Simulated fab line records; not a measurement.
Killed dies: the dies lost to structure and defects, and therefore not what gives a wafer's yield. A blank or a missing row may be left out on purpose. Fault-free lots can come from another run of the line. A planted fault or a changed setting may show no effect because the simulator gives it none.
A struck lot beside a sound one ; flow gf180mcu ; 30 out of 602 route steps
Sound: wafers L458.1, L458.3, L458.4. Struck: wafer L468.3. (L468.2 of the same lot was not struck and is left out.) The cause comes at the end.
For every step that has rows: the tool of each side, followed by ch and its chambers, followed by its first start. Under that, the readings that differ: sound wafers ; struck wafers ; difference of the means ; sigmas: that difference in standard deviations of wafers without a fault.
alike: same words and numbers on both sides, and readings whose means sit less than 2 such deviations apart. not compared: any withheld reading, any reading some wafer has no value for, any bound like >300 that may hide the same value, and any number with overlapping values for which the record gives no deviation.
Wherever a step has rows on one side only, a row that says differs or no value, or a row with sigmas, the two part there. Non-overlapping numbers with no deviation appear without sigmas and do not part them. A reading that every wafer of one side lacks parts them only if that side has two wafers or more.

first, 3 steps without rows for these wafers: GF_PSD_EXPOSE_04 (exposes mask Pplus, target cd 400 nm); GF_PSD_PEB_05; GF_PSD_DEVELOP_06 (develop time 60 s).
GF_PSD_CD_MEAS_07: the cd target is 400 nm.
  sound on cd-sem-01 at day 15 20:04; struck on cd-sem-01 at day 19 13:00
  alike: cd-nm
GF_PSD_OVL_MEAS_08:
  sound on overlay-01 at day 15 20:11; struck on overlay-02 at day 19 13:07
reading;sound;struck;difference;sigmas
PSD_OVL (nm);2.5 2.5 1.8;-0.8;-3.1;-3
after that, 1 step had no rows for these wafers: GF_PSD_IMPLANT_09.
GF_PSD_STRIP_10: strips in O2/N2.
  sound on plasma-asher-03 ch 0,1, day 15 20:22; struck on plasma-asher-03 ch 0, day 19 13:17
  alike: drypump-motor-current-A, heater-power-w, oes-product-au, strip-time-to-endpoint-s
  not compared: rf-hours-counter-h
GF_PSD_TW_MEAS_11:
  sound on film-metro-02 at day 15 20:28; struck on film-metro-04 at day 19 13:24
  alike: PSD_TW
then, 1 step without rows for these wafers: GF_PSD_CLEAN_12 (cleans in SC1/SC2, time 150 s).
GF_PSD_RTA_13: time 20 s.
  sound on rtp-anneal-01 ch 0, day 15 20:35; struck on rtp-anneal-01 ch 0, day 19 13:31
  alike: lamp-power-pct, wafer_temp_C_max
GF_PSD_RS_MEAS_14: measurement is done with a four-point probe.
  sound on film-metro-03 at day 15 20:40; struck on film-metro-03 at day 19 13:36
  alike: NSD_RS
GF_PSD_RS_MEAS_15: measurement is done with a four-point probe.
  sound on film-metro-03 at day 15 20:47; struck on film-metro-03 at day 19 13:43
  alike: PSD_RS
GF_SAB_CVD_00: deposits SiO2 from TEOS, target thk 50 nm, time 4.9302 s.
  sound on pecvd-02 ch 0,1,2, day 15 20:54; struck on pecvd-02 ch 2, day 19 13:49
reading;sound;struck;difference;sigmas
model.SiO2_of_SAB_CVD_00.thk-nm (nm);49.14 48.53 50.67;39.36;-10.09;
  alike: heater-power-w
GF_SAB_THK_MEAS_01:
  sound on film-metro-02 at day 15 20:55; struck on film-metro-02 at day 19 13:51
reading;sound;struck;difference;sigmas
SAB_CVD_00_THK (nm);49.2 48.5 50.7;39.4;-10.1;-17
then, 7 steps without rows for these wafers: GF_SAB_DEHYDRATE_02 (time 60 s); GF_SAB_HMDS_03 (prime time 60 s); GF_SAB_COAT_04 (resist thk 1000 nm); GF_SAB_SOFTBAKE_05 (time 60 s); GF_SAB_EXPOSE_06 (exposes mask SAB, target cd 420 nm); GF_SAB_PEB_07; GF_SAB_DEVELOP_08 (develop time 60 s).
GF_SAB_CD_MEAS_09: the cd target is 420 nm.
  sound on cd-sem-01 at day 16 18:29; struck on cd-sem-02 at day 20 14:06
  alike: cd-nm
GF_SAB_OVL_MEAS_10:
  sound on overlay-01 at day 16 18:36; struck on overlay-01 at day 20 14:13
  alike: SAB_OVL
GF_SAB_ETCH_11: etches SiO2 in C4F8/O2/Ar, target depth 55 nm, time 8.5 s.
  sound on rie-diel-03 ch 0,2,3, day 16 18:38; struck on rie-diel-04 ch 2, day 20 14:14
  alike: oes-product-au
  not compared: rf-hours-counter-h
then, 1 step without rows for these wafers: GF_SAB_WET_ETCH_12 (etches SiO2 in dHF, target depth 22 nm, time 440 s).
GF_SAB_STRIP_13: strips in O2/N2.
  sound on plasma-asher-01 ch 0,1, day 16 18:48; struck on plasma-asher-03 ch 1, day 20 14:23
reading;sound;struck;difference;sigmas
heater-power-w (W);270 265 374;380;+77;+2
  alike: drypump-motor-current-A, oes-product-au, strip-time-to-endpoint-s
  not compared: rf-hours-counter-h
then, 1 step without rows for these wafers: GF_SALICIDE_CLEAN_00 (cleans in SC1/SC2, time 150 s).
GF_SALICIDE_WET_ETCH_01: etches SiO2 in dHF, target depth 5 nm, time 100 s.
  sound on wet-bench-01 ch 1, day 16 18:57; struck on wet-bench-04 ch 1, day 20 14:32
reading;sound;struck;difference;sigmas
model.SiO2_of_SAB_CVD_00.thk-nm (nm);38.34 37.7 39.81;28.74;-9.88;
GF_SALICIDE_SPUTTER_02: material Co, target thk 10 nm, time 20 s.
  sound on pvd-sputter-04 at day 16 19:01; struck on pvd-sputter-04 at day 20 14:35
  alike: throttle-valve-pct
GF_PASSIVATION_PROBE_99:
  the record holds rows for the sound wafers here (prober-01, day 30 12:31) but none for the struck ones

== WHERE THEY PART ==
Earliest at GF_PSD_OVL_MEAS_08; latest, in this record, at GF_PASSIVATION_PROBE_99.

WHY: what the simulator had put in
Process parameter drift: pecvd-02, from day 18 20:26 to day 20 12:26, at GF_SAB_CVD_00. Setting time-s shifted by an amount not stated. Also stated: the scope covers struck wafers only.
